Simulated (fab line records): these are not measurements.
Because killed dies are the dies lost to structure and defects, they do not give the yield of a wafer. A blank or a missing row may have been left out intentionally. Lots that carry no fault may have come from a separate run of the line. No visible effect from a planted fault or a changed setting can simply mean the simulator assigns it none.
Chamber matching	flow gf180mcu	GF_V2_CMP_04 on cmp-02 has 4 sister chambers
The step polishes SiO2. 20 wafers are shown with their chamber, then 10 later ones without.

## WAFERS PAIRED WITH THEIR CHAMBERS
wafer	chamber	motor current A (A)	time to endpoint s (s)
L666.1	0	10.4	81
L666.3	1	11.2	79
L666.4	3	10.9	83
L668.4	1	12.0	86
L668.5	2	9.5	76
L668.6	1	11.3	77
L669.2	3	11.2	82
L669.3	2	10.3	83
L669.5	2	10.4	81
L670.1	1	11.6	84
L670.4	3	11.2	88
L670.6	2	9.9	81
L671.2	1	11.0	86
L671.4	3	12.5	93
L671.5	2	10.1	78
L673.1	2	10.4	77
L673.2	3	11.8	76
L673.3	0	10.4	79
L674.1	3	11.3	77
L674.3	2	9.9	75

SIGNATURES (means of the wafers above)
reading	chamber 0	chamber 1	chamber 2	chamber 3	scatter within a chamber
motor current A	10.400	11.420	10.071	11.483	0.428
time to endpoint s	80.00	82.40	78.71	83.17	4.58
Rule: for a wafer and a chamber, the distance is found by dividing, reading by reading, the gap between the wafer's reading and the chamber's mean by the reading's scatter, squaring, summing and taking the root. If the next closest chamber is less than 2 further off than the closest, the wafer can't be placed; otherwise it belongs to the closest. The scatter: the root of (the sum of the squares of (reading less its chamber's mean) over the shown wafers, divided by (wafers less chambers)).

## WAFERS MISSING THEIR CHAMBER
wafer	motor current A (A)	time to endpoint s (s)
L674.5	11.2	86
L676.4	11.2	89
L676.5	10.2	81
L676.6	10.8	87
L687.4	9.9	77
L687.5	10.4	78
L687.6	11.0	83
L688.4	11.5	90
L688.5	9.9	83
L688.6	11.4	83

## WHICH CHAMBER EACH ONE RAN IN
wafer	from the rows above	in truth
L674.5	can't be placed: 3 or 1 or 0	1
L676.4	can't be placed: 3 or 1 or 0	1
L676.5	can't be placed: 0 or 2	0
L676.6	can't be placed: 1 or 0 or 3 or 2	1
L687.4	can't be placed: 2 or 0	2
L687.5	can't be placed: 0 or 2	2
L687.6	can't be placed: 1 or 3 or 0 or 2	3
L688.4	can't be placed: 3 or 1 or 0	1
L688.5	can't be placed: 2 or 0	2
L688.6	can't be placed: 1 or 3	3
Correct placement for 0 of the 10. These rows do not allow placing 10 (true chamber among the candidates in 10). 0 placed wrongly.
